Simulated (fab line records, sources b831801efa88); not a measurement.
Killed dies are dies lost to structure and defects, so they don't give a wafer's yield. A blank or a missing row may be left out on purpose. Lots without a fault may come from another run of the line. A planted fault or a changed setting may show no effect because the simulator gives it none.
One fault seen from 2 desks | flow sky130 | each desk has only its own numbers; what lay behind them comes last

THE METROLOGY DESK
What the gauges read, lot by lot, whatever tool the lot ran on: means of the sampled wafers that have a number. A lot is out of limits, marked OUT, if its mean lies more than 4 standard deviations from the usual mean; the brackets give that distance.
Columns: A = POLY_GATE_OVL at SKY_POLY_GATE_OVL_MEAS_14, usual -5 nm; B = CONTACT_CVD_00_THK at SKY_CONTACT_THK_MEAS_01, usual 74.6 nm
lot  | first seen here | A   | B
L613 | day 16 03:28    | -4  | 74.9
L614 | day 16 15:37    | -5  | 74.6
L615 | day 17 02:37    | -2  | 75.9
L620 | day 19 06:44    | 1   | 74.6
L627 | day 21 19:53    | 0   | 75.0
L630 | day 22 12:01    | -5  | 113.1 (+43) OUT
L631 | day 23 01:22    | -13 | 112.9 (+43) OUT
L632 | day 23 12:59    | -14 | 73.2
L633 | day 23 18:01    | -3  | 74.0
L635 | day 24 12:11    | -4  | 72.9
L636 | day 24 20:18    | 1   | 74.6
This desk's finding: out of limits on L630, L631; first on L630, day 36 01:12 (CONTACT_CVD_00_THK at SKY_CONTACT_THK_MEAS_01). In limits: L613, L614, L615, L620, L627, L632, L633, L635, L636.

THE TOOL OWNER'S DESK: pecvd-01
The tool's own readings at SKY_CONTACT_CVD_00 (deposits Si3N4, target thk 75 nm): means of the sampled wafers that have a number, for each lot that ran on this tool. A lot is out of limits, marked OUT, if its mean lies more than 4 standard deviations from the usual mean; the brackets give that distance.
Columns: A = heater_power_w at SKY_CONTACT_CVD_00, usual 705 W
lot  | first seen here | A
L613 | day 30 03:38    | 745
L614 | day 30 13:56    | 654
L627 | day 35 04:35    | 747
L630 | day 36 01:10    | 730
L631 | day 36 05:59    | 667
This desk's finding: nothing out of limits on any of the 5 lots.

PUT TOGETHER
The metrology desk could have raised an alarm at day 36 01:12, on L630, L631.
The tool owner's desk saw nothing out of limits.
The tool owner's desk has L630, L631 on record, within its limits.
Of the lots named, all ran SKY_CONTACT_CVD_00 on pecvd-01.

WHAT THE SIMULATOR HAD PUT IN
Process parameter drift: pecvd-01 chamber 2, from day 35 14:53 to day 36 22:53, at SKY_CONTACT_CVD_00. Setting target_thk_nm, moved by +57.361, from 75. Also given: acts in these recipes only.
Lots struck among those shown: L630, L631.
Hours from the fault's start to each desk's first reading out of limits: the metrology desk, 10.
